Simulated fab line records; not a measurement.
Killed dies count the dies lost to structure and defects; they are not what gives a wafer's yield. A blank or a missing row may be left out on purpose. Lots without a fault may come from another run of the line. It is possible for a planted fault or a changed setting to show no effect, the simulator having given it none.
What tool caused it? ; flow sky130 ; 13 lots, 39 wafers sampled, at 4 steps of a route of 708

## WHAT THE GAUGES READ, wafer by wafer
SKY_VIA3_THK_MEAS_01. Usual: VIA3_HDPCVD_THK 1635 nm, standard deviation 16.
lot;measured;on;VIA3_HDPCVD_THK (nm);flag
L187;day 38 14:31;film_metro-02;1650 1622 1623;
L189;day 39 05:20;film_metro-01;1606 1623 1629;
L190;day 39 19:12;film_metro-01;1628 1629 1621;
L192;day 40 04:13;film_metro-03;1640 1619 1614;
L193;day 40 15:46;film_metro-03;1663 1655 1659;
L194;day 40 17:17;film_metro-01;1642 1623 1634;
L195;day 40 22:22;film_metro-02;1620 1616 1630;
L196;day 41 13:44;film_metro-02;1627 1609 1640;
L197;day 41 19:10;film_metro-02;1658 1654 1651;
L199;day 42 03:23;film_metro-01;1658 1652 1631;
L205;day 43 18:54;film_metro-01;1630 1622 1629;
L207;day 44 20:06;film_metro-01;1655 1654 1647;
L209;day 45 03:26;film_metro-02;1643 1628 1640;

SKY_CAP2M_RS_MEAS_03: a four-point-probe measurement. Usual: CAP2M_TIN_RS 6.88 ohm/sq, standard deviation 0.072.
lot;measured;on;CAP2M_TIN_RS (ohm/sq);flag
L187;day 39 17:45;film_metro-01;6.92 7.02 6.92;
L189;day 40 08:45;film_metro-04;6.91 6.86 6.87;
L190;day 40 21:54;film_metro-04;6.82 7.00 7.02;
L192;day 41 06:22;film_metro-04;6.91 6.98 6.86;
L193;day 41 18:01;film_metro-01;6.90 6.88 6.85;
L194;day 41 19:35;film_metro-03;6.94 6.88 6.91;
L195;day 42 00:58;film_metro-03;6.76 6.78 6.79;
L196;day 42 15:35;film_metro-03;6.90 6.79 6.90;
L197;day 42 21:18;film_metro-03;6.99 6.87 6.95;
L199;day 43 05:11;film_metro-01;6.94 6.93 6.86;
L205;day 44 19:44;film_metro-04;6.87 6.95 6.90;
L207;day 45 19:31;film_metro-04;6.87 6.94 6.78;
L209;day 46 02:13;film_metro-04;6.92 6.87 6.94;

## EACH LOT AND THE TOOL THAT RAN IT (in order: tool; ch and the chambers of the sampled wafers; start)
lot;SKY_CONTACT_ETCH_18;SKY_VIA2_SPUTTER_20
L187;rie_diel-04 ch 0,2,3, day 31 14:00;pvd_sputter-03, day 36 08:32
L189;rie_diel-02 ch 0,1,3, day 32 10:00;pvd_sputter-03, day 37 02:17
L190;rie_diel-04 ch 2,3, day 32 20:00;pvd_sputter-04, day 37 12:52
L192;rie_diel-04 ch 0,2, day 33 10:00;pvd_sputter-04, day 38 00:25
L193;rie_diel-04 ch 0,1,2, day 33 20:00;pvd_sputter-04, day 38 12:14
L194;rie_diel-03 ch 1,2,3, day 33 22:00;pvd_sputter-02, day 38 14:11
L195;rie_diel-03 ch 0,1,2, day 34 03:00;pvd_sputter-02, day 38 17:29
L196;rie_diel-03 ch 2,3, day 34 19:00;pvd_sputter-04, day 39 08:25
L197;rie_diel-03 ch 0,1,3, day 35 02:00;pvd_sputter-03, day 39 16:01
L199;rie_diel-04 ch 1,2, day 35 10:00;pvd_sputter-04, day 39 23:54
L205;rie_diel-04 ch 0,1,2, day 37 09:00;pvd_sputter-02, day 41 17:41
L207;rie_diel-04 ch 0,1,3, day 38 10:00;pvd_sputter-04, day 42 18:15
L209;rie_diel-03 ch 0,2,3, day 38 19:00;pvd_sputter-02, day 43 03:09
- SKY_CONTACT_ETCH_18: etches Si3N4 in CHF3/O2, stops on TiN, time 39 s, target depth 75 nm.
- SKY_VIA2_SPUTTER_20: material TiN, target thk 20 nm, time 80 s.

## WHAT THE TOOLS THEMSELVES READ (means of the sampled wafers that have a number; where no wafer has one, the mark that the record gives instead)
SKY_CONTACT_ETCH_18. Usual: O2_flow_sccm 4.999 sccm, standard deviation 0.014; bias_w 200.0 W, standard deviation 0.63; chf3_flow_sccm 49.98 sccm, standard deviation 0.15; drypump_motor_current_A 5.6 A, standard deviation 0.56; oes_product_au 0.856 a.u., standard deviation 0.0081; rf_fwd_power_W 592.4 W, standard deviation 2.6; throttle_valve_pct 8.795 %, standard deviation 0.0091.
lot;tool;O2_flow_sccm (sccm);bias_w (W);chf3_flow_sccm (sccm);drypump_motor_current_A (A);oes_product_au (a.u.);rf_fwd_power_W (W);throttle_valve_pct (%);flag
L187;rie_diel-04;5.002;200.0;49.85;5.5;0.856;593.5;8.793;
L189;rie_diel-02;5.010;200.4;50.03;5.6;0.851;593.1;8.793;
L190;rie_diel-04;5.004;200.0;50.07;5.7;0.854;592.0;8.795;
L192;rie_diel-04;5.009;200.0;49.80;5.3;0.861;593.7;8.796;
L193;rie_diel-04;4.995;200.3;50.03;5.7;0.851;595.2;8.802;
L194;rie_diel-03;4.989;200.5;49.84;5.7;0.853;591.1;8.787;
L195;rie_diel-03;5.009;200.3;50.02;5.9;0.855;592.6;8.791;
L196;rie_diel-03;5.007;219.3;49.96;5.3;0.849;589.6;8.796;OFF
L197;rie_diel-03;4.999;219.7;49.95;5.4;0.847;591.1;8.791;OFF
L199;rie_diel-04;5.008;200.6;50.14;5.5;0.863;594.3;8.790;
L205;rie_diel-04;4.999;200.1;49.82;5.7;0.848;593.7;8.795;
L207;rie_diel-04;4.987;200.1;50.03;6.0;0.859;594.4;8.796;
L209;rie_diel-03;4.996;200.5;50.06;5.5;0.857;591.5;8.798;

SKY_VIA2_SPUTTER_20. Usual: throttle_valve_pct 30.0 %, standard deviation 1.1.
lot;tool;throttle_valve_pct (%);flag
L187;pvd_sputter-03;30.3;
L189;pvd_sputter-03;30.5;
L190;pvd_sputter-04;30.5;
L192;pvd_sputter-04;30.1;
L193;pvd_sputter-04;29.9;
L194;pvd_sputter-02;29.8;
L195;pvd_sputter-02;29.7;
L196;pvd_sputter-04;30.7;
L197;pvd_sputter-03;30.3;
L199;pvd_sputter-04;30.0;
L205;pvd_sputter-02;29.6;
L207;pvd_sputter-04;30.4;
L209;pvd_sputter-02;29.4;

## THE ANSWER, worked out from the rows above alone
Rule: take the mean of a lot's wafers that have a number; if it is more than 3 standard deviations from the usual mean, the lot is off. Also off: a lot with no number at a reading for which 4 or more lots have one. All remaining lots with rows at the step are treated as sound. First the gauges in route order, then the tools' own readings, where a lot's mean is used as printed above. The first step at which some lot is off is used, and at that step the reading that is off furthest; a lot without a number counts as furthest.
Off: L196, L197 (SKY_CONTACT_ETCH_18, bias_w).
A tool fits if, at that step or a process step before it, it ran every lot that is off, and no sound lot after the first of them. Of those tried, none fits.

## WHAT HAD BEEN PUT IN BY THE SIMULATOR
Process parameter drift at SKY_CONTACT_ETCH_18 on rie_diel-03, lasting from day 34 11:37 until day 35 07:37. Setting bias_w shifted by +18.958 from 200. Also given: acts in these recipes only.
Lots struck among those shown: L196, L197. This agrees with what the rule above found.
